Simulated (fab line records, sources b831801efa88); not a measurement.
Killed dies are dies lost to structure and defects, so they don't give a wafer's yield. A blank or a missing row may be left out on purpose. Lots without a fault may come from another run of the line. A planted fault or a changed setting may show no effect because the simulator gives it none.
One fault seen from 2 desks | flow sky130 | each desk has only its own numbers; what lay behind them comes last

THE TOOL OWNER'S DESK: pvd_sputter-02
The tool's own readings at SKY_METAL2_SPUTTER_00 (material Ti, target thk 15 nm, time 10 s): means of the sampled wafers that have a number, for each lot that ran on this tool. A lot is out of limits, marked OUT, if its mean lies more than 4 standard deviations from the usual mean; the brackets give that distance.
Columns: A = throttle_valve_pct at SKY_METAL2_SPUTTER_00, usual 30.7 %
lot  | first seen here | A
L316 | day 34 02:59    | 30.6
L330 | day 39 07:10    | 30.8
This desk's finding: nothing out of limits on any of the 2 lots.

THE METROLOGY DESK
What the gauges read, lot by lot, whatever tool the lot ran on: means of the sampled wafers that have a number. A lot is out of limits, marked OUT, if its mean lies more than 4 standard deviations from the usual mean; the brackets give that distance.
Columns: A = VIA1_OVL at SKY_VIA1_OVL_MEAS_13, usual 2 nm; B = VIA1_W_RS at SKY_VIA1_RS_MEAS_22, usual 0.427 ohm/sq; C = VIA1_W_THK at SKY_VIA1_THK_MEAS_23, usual 270 nm
lot  | first seen here | A  | B     | C
L315 | day 33 21:49    | 12 | 0.432 | 266
L316 | day 34 01:38    | -2 | 0.428 | 269
L330 | day 38 20:37    | -8 | 0.426 | 272
L336 | day 40 04:17    | 14 | 0.424 | 271
L337 | day 40 14:11    | 4  | 0.432 | 267
This desk's finding: nothing out of limits on any of the 5 lots.

PUT TOGETHER
The tool owner's desk saw nothing out of limits.
The metrology desk saw nothing out of limits.

WHAT THE SIMULATOR HAD PUT IN
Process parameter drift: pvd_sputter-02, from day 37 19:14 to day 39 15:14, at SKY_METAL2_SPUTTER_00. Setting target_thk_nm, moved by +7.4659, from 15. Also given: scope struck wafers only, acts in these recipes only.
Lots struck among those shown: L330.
